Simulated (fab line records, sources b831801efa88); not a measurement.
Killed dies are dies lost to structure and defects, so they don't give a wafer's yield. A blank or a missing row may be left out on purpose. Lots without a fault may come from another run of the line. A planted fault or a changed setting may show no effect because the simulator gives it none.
fab line records | flow sky130 | part 1 of 2: steps 1 to 30 of 40
record lots=5 wafers=15 last_day=48
route steps=708 shown LOCAL_INTERCONNECT@402 CONTACT@406 METAL1@434
lots that met no fault: from a run of the same line without faults
start_h: hours from the record's first day to the start of the lot's first wafer shown | wait_h: hours since the lot's step before | " the same as in the row above | L1.1+2: a row that stands for several wafers | - no value, or no start given | * or withheld: withheld | < > ~ a bound
route shown NAME@n: a module of which the file shows steps, and the number in the route of the first | usual: mean/standard deviation of fault-free wafers | same: alike in all rows | chamber/n: place in a boat | sites: the reading at each site | _std_site: their standard deviation | _edge_site: outer sites' mean less inner sites' | radius_mm: how far each site lies from the wafer's centre | mask NAME#n: copy n | behind: the tool/chamber that last shaped the wafer | hold: why the lot was held/for how many hours/how that ended | device: the transistor (n, p or np) that didn't switch | end of line: the same wafers' tests at the end of the route | a step without rows: its recipe alone | killed: dies lost to structure and defects at the first sort, not the wafer's yield | map: a wafer's dies, x killed, . not, _ none there
set.NAME: the setting as run; set.NAME@STEP: as run at that earlier step | model.NAME: the simulator's own value behind a step, which no gauge read
lots at some steps of the route; a table a step, a row a wafer
services: from which hour (start_h, from the record's first day; less than 0 if before it) a tool's chamber was out of use, for how many hours, and why
## steps
# step SKY_LOCAL_INTERCONNECT_STRIP_15
# recipe chemistry=O2/N2 power_w=1400 pressure_mtorr=1500 platen_temp_c=withheld o2_flow_sccm=3000 n2_flow_sccm=300 overash_fraction=0.5
# usual drypump_motor_current_A=5.52/0.2 oes_product_au=0.426/0.0045 strip_time_to_endpoint_s=4.715/0.022
# columns lot.wafer tool chamber start_h wait_h drypump_motor_current_A oes_product_au rf_hours_counter_h strip_time_to_endpoint_s
L076.2 plasma_asher-01 1 726.30 0.0 5.40 0.422 101 4.691
L076.3 " 0 " " 5.53 0.422 - 4.742
L076.6 " 0 " " 5.53 0.422 - 4.675
L080.2 plasma_asher-01 1 758.35 0.0 5.41 0.421 1 4.693
L080.4 " 1 " " 5.42 0.427 - 4.709
L080.6 " 1 " " 5.41 0.416 - 4.672
L082.1 plasma_asher-02 1 767.37 0.0 5.70 0.431 97 4.740
L082.3 " 0 " " 5.36 0.436 - 4.727
L082.6 " 1 " " 5.69 0.422 - 4.690
L083.3 plasma_asher-02 0 772.83 0.1 5.37 0.426 - 4.748
L083.4 " 1 " " 5.72 0.428 - 4.724
L083.5 " 1 " " 5.72 0.430 - 4.724
L087.3 plasma_asher-02 1 801.68 0.1 5.70 0.427 - 4.705
L087.4 " 0 " " 5.37 0.430 - 4.737
L087.6 " 0 " " 5.36 0.429 - 4.722
# step SKY_LOCAL_INTERCONNECT_STRIP_16
# recipe chemistry=post_etch_residue_remover time_s=1200 temp_c=72.5
# columns lot.wafer tool chamber start_h wait_h
L076.2+3+6 wet_bench-01 1 726.40 0.1
L080.2+4+6 wet_bench-03 2 758.45 0.1
L082.1+3+6 wet_bench-03 3 767.47 0.1
L083.3+4+5 wet_bench-01 2 772.90 0.0
L087.3+4+6 wet_bench-04 0 801.75 0.0
# step SKY_LOCAL_INTERCONNECT_CLEAN_17
# recipe chemistry=IPA time_s=180 temp_c=25
# columns lot.wafer tool chamber start_h wait_h
L076.2+3+6 wet_bench-03 2 726.77 0.0
L080.2+4+6 wet_bench-01 1 758.79 0.0
L082.1+3+6 wet_bench-01 1 767.81 0.0
L083.3+4+5 wet_bench-03 3 773.24 0.0
L087.3+4+6 wet_bench-03 2 802.12 0.0
# step SKY_LOCAL_INTERCONNECT_CLEAN_18
# recipe chemistry=O3/DIW dry=n2_spin
# columns lot.wafer tool chamber start_h wait_h
L076.2+3+6 wet_bench-01 0 726.84 0.0
L080.2+4+6 wet_bench-03 3 758.85 0.0
L082.1+3+6 wet_bench-03 0 767.87 0.0
L083.3+4+5 wet_bench-04 0 773.30 0.0
L087.3+4+6 wet_bench-04 1 802.18 0.0
# step SKY_CONTACT_CVD_00
# recipe material=Si3N4 target_thk_nm=75 temp_c=400 time_s=withheld rf_w=450
# usual heater_power_w=706/93
# columns lot.wafer tool chamber start_h wait_h heater_power_w
L076.2 pecvd-04 0 726.94 0.0 756
L076.3 " 2 " " 662
L076.6 " 2 " " 670
L080.2 pecvd-01 2 758.95 0.0 651
L080.4 " 1 " " 625
L080.6 " 0 " " 597
L082.1 pecvd-01 1 767.96 0.0 705
L082.3 " 1 " " 701
L082.6 " 1 " " 724
L083.3 pecvd-03 0 773.39 0.0 696
L083.4 " 1 " " 939
L083.5 " 0 " " 708
L087.3 pecvd-01 1 802.28 0.0 711
L087.4 " 2 " " 724
L087.6 " 1 " " 721
# step SKY_CONTACT_THK_MEAS_01
# recipe reads=Si3N4_of_CONTACT_CVD_00
# usual CONTACT_CVD_00_THK=75.0/1.2
# columns lot.wafer tool chamber start_h wait_h CONTACT_CVD_00_THK[nm]
L076.2 film_metro-01 - 726.98 - 76.0
L076.3 " - " " 74.8
L076.6 " - " " 76.0
L080.2 film_metro-04 - 758.99 - 74.4
L080.4 " - " " 77.1
L080.6 " - " " 77.5
L082.1 film_metro-04 - 768.01 - 75.4
L082.3 " - " " 76.6
L082.6 " - " " 75.6
L083.3 film_metro-01 - 773.44 - 73.4
L083.4 " - " " 74.5
L083.5 " - " " 74.6
L087.3 film_metro-04 - 802.33 - 75.8
L087.4 " - " " 75.4
L087.6 " - " " 75.8
# step SKY_CONTACT_HDPCVD_02
# recipe material=SiO2 target_thk_nm=565 sigma_open_frac=0.3 time_s=94.2 temp_c=600 sih4_flow_sccm=60 pressure_mtorr=6
# columns lot.wafer tool chamber start_h wait_h
L076.2+3+6 hdpcvd-02 0,2,0 727.03 0.0
L080.2+4+6 hdpcvd-01 2,2,0 759.04 0.0
L082.1+3+6 hdpcvd-02 0,1,0 768.07 0.1
L083.3+4+5 hdpcvd-02 1,1,0 773.48 0.0
L087.3+4+6 hdpcvd-01 1,1,0 802.37 0.0
# step SKY_CONTACT_THK_MEAS_03
# recipe reads=SiO2_of_CONTACT_HDPCVD_02
# usual CONTACT_HDPCVD_THK=562/6.4
# columns lot.wafer tool chamber start_h wait_h CONTACT_HDPCVD_THK[nm]
L076.2 film_metro-04 - 727.11 0.0 564
L076.3 " - " " 554
L076.6 " - " " 562
L080.2 film_metro-03 - 759.12 0.0 562
L080.4 " - " " 561
L080.6 " - " " 554
L082.1 film_metro-03 - 768.14 0.0 566
L082.3 " - " " 575
L082.6 " - " " 572
L083.3 film_metro-01 - 773.57 0.1 565
L083.4 " - " " 557
L083.5 " - " " 562
L087.3 film_metro-03 - 802.46 0.1 548
L087.4 " - " " 552
L087.6 " - " " 562
# step SKY_CONTACT_CMP_04
# recipe material=SiO2 down_force_psi=4 platen_rpm=60 pad_velocity_m_s=0.94248
# usual head_pressure_psi=4.000/0.0086 motor_current_A=11.7/0.8 time_to_endpoint_s=84/4.4
# columns lot.wafer tool chamber start_h wait_h head_pressure_psi motor_current_A time_to_endpoint_s
L076.3 cmp-02 2 727.21 0.1 3.995 11.5 86
L076.2 " 0 " " 4.001 11.1 80
L076.6 " 1 " " 4.020 11.8 86
L080.2 cmp-02 3 759.17 0.0 3.995 12.8 86
L080.4 " 2 " " 3.990 11.2 86
L080.6 " 3 " " 4.004 12.4 79
L082.3 cmp-02 1 768.20 0.0 4.014 12.1 92
L082.1 " 2 " " 4.007 11.2 90
L082.6 " 2 " " 4.011 11.9 95
L083.4 cmp-02 2 773.61 0.0 4.010 11.2 86
L083.3 " 3 " " 4.004 13.1 85
L083.5 " 3 " " 4.001 12.4 84
L087.4 cmp-02 2 802.71 0.2 4.003 11.6 85
L087.3 " 0 " " 3.989 10.9 80
L087.6 " 3 " " 3.990 12.3 85
# step SKY_CONTACT_BOW_MEAS_05
# recipe mode=bow
# usual CONTACT_BOW=81/7.1
# columns lot.wafer tool chamber start_h wait_h CONTACT_BOW[um]
L076.2 film_metro-01 - 727.48 0.1 73
L076.3 " - " " 84
L076.6 " - " " 81
L080.2 film_metro-01 - 759.49 0.3 77
L080.4 " - " " 91
L080.6 " - " " 75
L082.1 film_metro-01 - 768.50 0.2 80
L082.3 " - " " 76
L082.6 " - " " 79
L083.3 film_metro-04 - 773.95 0.2 74
L083.4 " - " " 83
L083.5 " - " " 71
L087.3 film_metro-04 - 803.05 0.2 78
L087.4 " - " " 88
L087.6 " - " " 81
# step SKY_CONTACT_DEHYDRATE_06
# recipe temp_c=200 time_s=60
# columns lot.wafer tool chamber start_h wait_h
L076.2+3+6 litho_track-03 0 740.59 13.1
L080.2+4+6 litho_track-04 0 772.25 12.7
L082.1+3+6 litho_track-04 0 781.83 13.3
L083.3+4+5 litho_track-01 0 787.15 13.2
L087.3+4+6 litho_track-03 0 815.41 12.3
# step SKY_CONTACT_HMDS_07
# recipe prime_time_s=60 prime_temp_c=120
# columns lot.wafer tool chamber start_h wait_h
L076.2+3+6 litho_track-03 0 740.74 0.1
L080.2+4+6 litho_track-04 0 772.40 0.1
L082.1+3+6 litho_track-04 0 781.98 0.1
L083.3+4+5 litho_track-01 0 787.30 0.1
L087.3+4+6 litho_track-03 0 815.56 0.1
# step SKY_CONTACT_COAT_08
# recipe resist=BARC temp_c=withheld time_s=withheld spin_rpm=3000 resist_thk_nm=60
# columns lot.wafer tool chamber start_h wait_h
L076.2+3+6 litho_track-03 0 740.89 0.1
L080.2+4+6 litho_track-04 0 772.55 0.1
L082.1+3+6 litho_track-04 0 782.13 0.1
L083.3+4+5 litho_track-01 0 787.45 0.1
L087.3+4+6 litho_track-03 0 815.71 0.1
# step SKY_CONTACT_COAT_09
# recipe resist=KrF-thick spin_rpm=3000 resist_thk_nm=450
# columns lot.wafer tool chamber start_h wait_h
L076.2+3+6 litho_track-03 0 - -
L080.2+4+6 litho_track-04 0 - -
L082.1+3+6 litho_track-04 0 - -
L083.3+4+5 litho_track-01 0 - -
L087.3+4+6 litho_track-03 0 - -
# step SKY_CONTACT_SOFTBAKE_10
# recipe temp_c=100 time_s=90 resist=KrF-thick
# columns lot.wafer tool chamber start_h wait_h
L076.2+3+6 litho_track-03 0 - -
L080.2+4+6 litho_track-04 0 - -
L082.1+3+6 litho_track-04 0 - -
L083.3+4+5 litho_track-01 0 - -
L087.3+4+6 litho_track-03 0 - -
# step SKY_CONTACT_EXPOSE_11
# recipe mask_id=CTM1 na=0.8 source_shape=annular sigma_inner=0.55 sigma_outer=0.85 target_cd_nm=170 dose_mj=38
# columns lot.wafer tool chamber start_h wait_h mask
L076.2+3+6 krf_scanner-01 0 - - CTM1#0
L080.2+4+6 krf_scanner-02 0 - - CTM1#0
L082.1+3+6 krf_scanner-01 0 - - CTM1#0
L083.3+4+5 krf_scanner-01 0 - - CTM1#0
L087.3+4+6 krf_scanner-01 0 - - CTM1#0
# step SKY_CONTACT_PEB_12
# recipe peb_temp_c=withheld peb_time_s=withheld resist=KrF-thick
# columns lot.wafer tool chamber start_h wait_h
L076.2+3+6 litho_track-03 0 - -
L080.2+4+6 litho_track-01 0 - -
L082.1+3+6 litho_track-04 0 - -
L083.3+4+5 litho_track-01 0 - -
L087.3+4+6 litho_track-03 0 - -
# step SKY_CONTACT_DEVELOP_13
# recipe develop_time_s=60 resist=KrF-thick dev_temp_c=21
# columns lot.wafer tool chamber start_h wait_h
L076.2+3+6 litho_track-03 0 - -
L080.2+4+6 litho_track-01 0 - -
L082.1+3+6 litho_track-04 0 - -
L083.3+4+5 litho_track-01 0 - -
L087.3+4+6 litho_track-03 0 - -
# step SKY_CONTACT_CD_MEAS_14
# recipe target_cd_nm=170
# usual cd_nm=169.9/1.5
# columns lot.wafer tool chamber start_h wait_h cd_nm
L076.2 cd_sem-01 - 755.58 - 168.1
L076.3 " - " " 169.9
L076.6 " - " " 169.6
L080.2 cd_sem-02 - 785.67 - 170.1
L080.4 " - " " 170.2
L080.6 " - " " 170.2
L082.1 cd_sem-02 - 795.68 - 170.7
L082.3 " - " " 171.8
L082.6 " - " " 170.6
L083.3 cd_sem-01 - 801.29 - 171.4
L083.4 " - " " 172.7
L083.5 " - " " 170.7
L087.3 cd_sem-01 - 828.95 - 171.7
L087.4 " - " " 171.7
L087.6 " - " " 171.2
# step SKY_CONTACT_OVL_MEAS_15
# usual CONTACT_OVL=-2/4.6
# columns lot.wafer tool chamber start_h wait_h CONTACT_OVL[nm]
L076.2 overlay-02 - 755.69 0.1 -7
L076.3 " - " " 1
L076.6 " - " " -4
L080.2 overlay-01 - 785.77 0.1 -7
L080.4 " - " " -9
L080.6 " - " " -6
L082.1 overlay-02 - 795.80 0.1 -1
L082.3 " - " " -5
L082.6 " - " " -3
L083.3 overlay-01 - 801.38 0.1 0
L083.4 " - " " -10
L083.5 " - " " -4
L087.3 overlay-02 - 829.05 0.1 -3
L087.4 " - " " -2
L087.6 " - " " -7
# step SKY_CONTACT_ETCH_16
# recipe chemistry=N2/H2 target=BARC ion_energy_ev=200 source_w=500 bias_w=100 pressure_mtorr=30 n2_flow_sccm=100 h2_flow_sccm=200 stop_on=SiO2 time_s=45.9 target_depth_a=600
# usual drypump_motor_current_A=5.8/0.49 h2_flow_sccm=200.0/0.65 oes_product_au=0.854/0.005 throttle_valve_pct=13.225/0.0091
# columns lot.wafer tool chamber start_h wait_h drypump_motor_current_A h2_flow_sccm oes_product_au rf_hours_counter_h throttle_valve_pct
L076.2 rie_diel-01 1 755.72 0.0 5.3 199.7 0.861 3 13.222
L076.3 " 3 " " 6.5 199.5 0.855 14 13.232
L076.6 " 0 " " 5.9 200.1 0.853 - 13.214
L080.2 rie_diel-01 2 785.80 0.0 5.4 200.0 0.841 14 13.213
L080.4 " 3 " " 6.6 200.9 0.852 15 13.224
L080.6 " 1 " " 5.3 199.4 0.852 - 13.220
L082.1 rie_diel-02 0 795.83 0.0 6.0 201.2 0.852 35 13.225
L082.3 " 1 " " 6.0 199.4 0.857 2 13.231
L082.6 " 1 " " 5.9 200.4 0.848 - 13.221
L083.3 rie_diel-03 1 801.40 0.0 4.9 199.9 0.865 5 13.233
L083.4 " 0 " " 6.3 200.0 0.848 - 13.219
L083.5 " 3 " " 6.6 201.7 0.856 - 13.223
L087.3 rie_diel-03 0 829.07 0.0 6.3 199.7 0.852 3 13.221
L087.4 " 2 " " 5.8 199.2 0.861 18 13.244
L087.6 " 1 " " 4.9 201.3 0.846 - 13.218
# step SKY_CONTACT_ETCH_17
# recipe target=SiO2 chemistry=C4F8/O2/Ar stop_on=Si3N4 mask_material=KrF-thick source_w=1500 bias_w=1200 pressure_mtorr=40 c4f8_flow_sccm=withheld O2_flow_sccm=6 Ar_flow_sccm=300 time_s=withheld target_depth_a=3400
# usual oes_product_au=0.891/0.004
# columns lot.wafer tool chamber start_h wait_h oes_product_au
L076.2 rie_diel-01 1 755.76 0.0 0.890
L076.3 " 3 " " 0.894
L076.6 " 0 " " 0.894
L080.2 rie_diel-01 2 785.84 0.0 0.889
L080.4 " 3 " " 0.895
L080.6 " 1 " " 0.887
L082.1 rie_diel-02 0 795.88 0.0 0.894
L082.3 " 1 " " 0.897
L082.6 " 1 " " 0.892
L083.3 rie_diel-03 1 801.44 0.0 0.887
L083.4 " 0 " " 0.895
L083.5 " 3 " " 0.887
L087.3 rie_diel-03 0 829.11 0.0 0.892
L087.4 " 2 " " 0.894
L087.6 " 1 " " 0.895
# step SKY_CONTACT_ETCH_18
# recipe target=Si3N4 chemistry=CHF3/O2 stop_on=TiN source_w=600 bias_w=200 pressure_mtorr=40 chf3_flow_sccm=50 O2_flow_sccm=5 time_s=39 target_depth_a=750
# usual drypump_motor_current_A=5.8/0.49 oes_product_au=0.854/0.0088 throttle_valve_pct=8.792/0.0096
# columns lot.wafer tool chamber start_h wait_h drypump_motor_current_A oes_product_au rf_hours_counter_h throttle_valve_pct
L076.2 rie_diel-01 1 - - 5.3 0.861 3 8.796
L076.3 " 3 " " 6.5 0.857 14 8.794
L076.6 " 0 " " 5.9 0.862 - 8.780
L080.2 rie_diel-01 2 - - 5.4 0.850 14 8.787
L080.4 " 3 " " 6.6 0.865 15 8.782
L080.6 " 1 " " 5.3 0.876 - 8.786
L082.1 rie_diel-02 0 - - 6.0 0.865 35 8.788
L082.3 " 1 " " 6.0 0.868 2 8.814
L082.6 " 1 " " 6.0 0.859 - 8.801
L083.3 rie_diel-03 1 - - 4.9 0.835 5 8.795
L083.4 " 0 " " 6.2 0.852 - 8.798
L083.5 " 3 " " 6.6 0.841 - 8.781
L087.3 rie_diel-03 0 - - 6.2 0.858 3 8.772
L087.4 " 2 " " 5.8 0.856 18 8.785
L087.6 " 1 " " 4.9 0.859 - 8.788
# step SKY_CONTACT_STRIP_19
# recipe chemistry=O2/N2 power_w=1400 pressure_mtorr=1500 platen_temp_c=withheld o2_flow_sccm=3000 n2_flow_sccm=300 overash_fraction=0.5
# usual drypump_motor_current_A=5.60/0.27 oes_product_au=0.381/0.0049 strip_time_to_endpoint_s=3.622/0.03
# columns lot.wafer tool chamber start_h wait_h drypump_motor_current_A oes_product_au rf_hours_counter_h strip_time_to_endpoint_s
L076.2 plasma_asher-01 0 755.85 - 5.54 0.383 1 3.630
L076.3 " 0 " " 5.54 0.384 - 3.648
L076.6 " 0 " " 5.55 0.382 - 3.628
L080.2 plasma_asher-03 1 785.93 - 5.92 0.379 33 3.597
L080.4 " 0 " " 5.19 0.378 - 3.655
L080.6 " 0 " " 5.19 0.380 - 3.654
L082.1 plasma_asher-01 0 795.97 - 5.50 0.379 5 3.608
L082.3 " 0 " " 5.52 0.385 - 3.600
L082.6 " 1 " " 5.39 0.378 - 3.606
L083.3 plasma_asher-01 1 801.57 - 5.46 0.372 - 3.582
L083.4 " 0 " " 5.50 0.380 - 3.665
L083.5 " 0 " " 5.54 0.381 - 3.624
L087.3 plasma_asher-01 1 829.24 - 5.42 0.390 - 3.677
L087.4 " 0 " " 5.53 0.386 - 3.653
L087.6 " 0 " " 5.51 0.373 - 3.600
# step SKY_CONTACT_STRIP_20
# recipe chemistry=post_etch_residue_remover time_s=1200 temp_c=72.5
# columns lot.wafer tool chamber start_h wait_h
L076.2+3+6 wet_bench-02 2 755.95 0.1
L080.2+4+6 wet_bench-02 0 786.03 0.1
L082.1+3+6 wet_bench-02 3 796.07 0.1
L083.3+4+5 wet_bench-01 2 801.63 0.0
L087.3+4+6 wet_bench-01 2 829.30 0.0
# step SKY_CONTACT_CLEAN_21
# recipe chemistry=IPA time_s=180 temp_c=25
# columns lot.wafer tool chamber start_h wait_h
L076.2+3+6 wet_bench-02 2 756.29 0.0
L080.2+4+6 wet_bench-02 3 786.38 0.0
L082.1+3+6 wet_bench-01 2 796.41 0.0
L083.3+4+5 wet_bench-03 0 801.98 0.0
L087.3+4+6 wet_bench-03 0 829.64 0.0
# step SKY_CONTACT_CLEAN_22
# recipe chemistry=O3/DIW dry=n2_spin
# columns lot.wafer tool chamber start_h wait_h
L076.2+3+6 wet_bench-03 2 756.35 0.0
L080.2+4+6 wet_bench-03 3 786.43 0.0
L082.1+3+6 wet_bench-02 1 796.47 0.0
L083.3+4+5 wet_bench-01 0 802.03 0.0
L087.3+4+6 wet_bench-01 1 829.70 0.0
# step SKY_CONTACT_SPUTTER_23
# recipe material=TiN target_thk_nm=20 chamber_pressure_pa=5 power_w=4000 time_s=80
# usual throttle_valve_pct=30.5/0.81
# columns lot.wafer tool chamber start_h wait_h throttle_valve_pct
L076.2 pvd_sputter-04 - 756.44 0.0 30.5
L076.3 " - " " 29.0
L076.6 " - " " 31.2
L080.2 pvd_sputter-03 - 786.54 0.0 30.8
L080.4 " - " " 30.8
L080.6 " - " " 30.7
L082.1 pvd_sputter-03 - 796.56 0.0 30.4
L082.3 " - " " 30.8
L082.6 " - " " 30.2
L083.3 pvd_sputter-04 - 802.13 0.0 32.3
L083.4 " - " " 31.2
L083.5 " - " " 29.3
L087.3 pvd_sputter-04 - 829.79 0.0 32.1
L087.4 " - " " 30.5
L087.6 " - " " 29.3
# step SKY_CONTACT_CVD_24
# recipe material=W target_thk_nm=340 time_s=102.12 temp_c=400 pressure_torr=40
# usual heater_power_w=805/110
# columns lot.wafer tool chamber start_h wait_h heater_power_w
L076.2 cvd_w-02 1 756.50 0.0 943
L076.3 " 1 " " 894
L076.6 " 0 " " 947
L080.2 cvd_w-02 1 786.60 0.0 929
L080.4 " 0 " " 946
L080.6 " 0 " " 931
L082.1 cvd_w-01 0 796.62 0.0 674
L082.3 " 1 " " 707
L082.6 " 1 " " 703
L083.3 cvd_w-01 0 802.22 0.1 702
L083.4 " 1 " " 707
L083.5 " 1 " " 711
L087.3 cvd_w-02 1 829.89 0.1 930
L087.4 " 0 " " 941
L087.6 " 1 " " 944
# step SKY_CONTACT_RS_MEAS_25
# recipe thk_meas_gauge=four-point-probe reads=W_of_CONTACT_CVD_24+TiN_of_CONTACT_SPUTTER_23
# usual CONTACT_W_RS=0.338/0.0046
# columns lot.wafer tool chamber start_h wait_h CONTACT_W_RS[ohm/sq]
L076.2 film_metro-01 - 756.63 0.1 0.333
L076.3 " - " " 0.335
L076.6 " - " " 0.332
L080.2 film_metro-03 - 786.73 0.1 0.331
L080.4 " - " " 0.333
L080.6 " - " " 0.332
L082.1 film_metro-03 - 796.73 0.1 0.342
L082.3 " - " " 0.334
L082.6 " - " " 0.337
L083.3 film_metro-01 - 802.34 0.1 0.336
L083.4 " - " " 0.336
L083.5 " - " " 0.334
L087.3 film_metro-03 - 830.00 0.1 0.342
L087.4 " - " " 0.346
L087.6 " - " " 0.341
